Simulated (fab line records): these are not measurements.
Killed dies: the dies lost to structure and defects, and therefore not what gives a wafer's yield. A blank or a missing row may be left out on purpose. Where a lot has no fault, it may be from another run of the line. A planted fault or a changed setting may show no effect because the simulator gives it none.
A lot that was struck, set against a sound lot -- flow gf180mcu -- 14 steps out of a route of 602
Sound: wafers L657.1, L657.2, L657.4. Wafers L666.2, L666.4, L666.5 were the ones struck. Last of all comes the cause.
At each step with rows: each side's tool, then ch and its chambers, then its first start. Under that, the readings that differ: sound wafers -- struck wafers -- difference of the means -- sigmas: that difference in standard deviations of wafers without a fault.
alike: readings whose means differ by less than 2 such deviations, and words and numbers that are the same on both sides. not compared: withheld readings, readings that some wafer has no value for, bounds like >300 that may hide the same value, and numbers for which the record gives no deviation and whose values overlap.
The two part at a step that has a row with sigmas, a row that says differs or no value, or rows on one side only. Numbers that don't overlap but have no deviation are shown without sigmas and don't part them. A reading that every wafer of one side lacks parts them only if that side has two wafers or more.

first, 3 steps without rows for these wafers: GF_V3_STRIP_18 (strips in O2/N2); GF_V3_STRIP_19 (strips in post etch residue remover, time 1200 s); GF_V3_CLEAN_20 (cleans in DIW).
GF_V3_SPUTTER_21: material Ti, target thk 15 nm, time 80.02 s.
  sound on pvd_sputter-02, day 22 11:28; struck on pvd_sputter-04, day 25 11:51
  alike: cathode_dc_power_W, chamber_pressure_pa, throttle_valve_pct
GF_V3_SPUTTER_22: material TiN, target thk 10 nm, time 40 s.
  sound on pvd_sputter-02, day 22 11:32; struck on pvd_sputter-04, day 25 11:55
  alike: cathode_dc_power_W, chamber_pressure_pa, throttle_valve_pct
then, 1 step without rows for these wafers: GF_V3_CVD_23 (deposits W, target thk 350 nm, time 104.9 s).
GF_V3_RS_MEAS_24: the measuring method here is four-point-probe.
  sound on film_metro-03, day 22 11:41; struck on film_metro-03, day 25 12:05
  alike: V3_W_RS
GF_V3_THK_MEAS_25: measures by xrf.
  sound on film_metro-03, day 22 11:48; struck on film_metro-03, day 25 12:11
  alike: V3_W_THK
GF_V3_CMP_26: polishes, stops on SiO2, t overpolish 15 s, target thk 0 nm.
  sound on cmp-01 ch 1,2,3, day 22 11:52; struck on cmp-01 ch 0,1,3, day 25 12:14
  alike: motor_current_A, overpolish_run_s, retaining_ring_pressure_frac, slurry_flow_ml_min, time_to_endpoint_s
GF_M4_SPUTTER_00: material Ti, target thk 37.5 nm, time 150 s.
  sound on pvd_sputter-01, day 22 12:10; struck on pvd_sputter-03, day 25 12:32
  alike: cathode_dc_power_W, chamber_pressure_pa, throttle_valve_pct
GF_M4_SPUTTER_01: material TiN, target thk 30 nm, time 25 s.
  sound on pvd_sputter-01, day 22 12:16; struck on pvd_sputter-03, day 25 12:38
  alike: cathode_dc_power_W, chamber_pressure_pa, throttle_valve_pct
then, 1 step without rows for these wafers: GF_M4_SPUTTER_02 (material AlCu, target thk 450 nm, time 23.9 s).
GF_M4_SPUTTER_03: material Ti, target thk 10 nm, time 6.7 s.
  sound on pvd_sputter-01, day 22 12:20; struck on pvd_sputter-03, day 25 12:42
  no value came back on the struck wafers for cathode_dc_power_W (W), chamber_pressure_pa (Pa), throttle_valve_pct (%), time_s (s); on the sound wafers cathode_dc_power_W (W) reads 3000.1 2999.1 3000.5
then, 1 step without rows for these wafers: GF_M4_SPUTTER_04 (material TiN, target thk 50 nm, time 41.7 s).

WHERE THEY PART
Only at GF_M4_SPUTTER_03, as far as this record shows.

WHY: what had been put in by the simulator
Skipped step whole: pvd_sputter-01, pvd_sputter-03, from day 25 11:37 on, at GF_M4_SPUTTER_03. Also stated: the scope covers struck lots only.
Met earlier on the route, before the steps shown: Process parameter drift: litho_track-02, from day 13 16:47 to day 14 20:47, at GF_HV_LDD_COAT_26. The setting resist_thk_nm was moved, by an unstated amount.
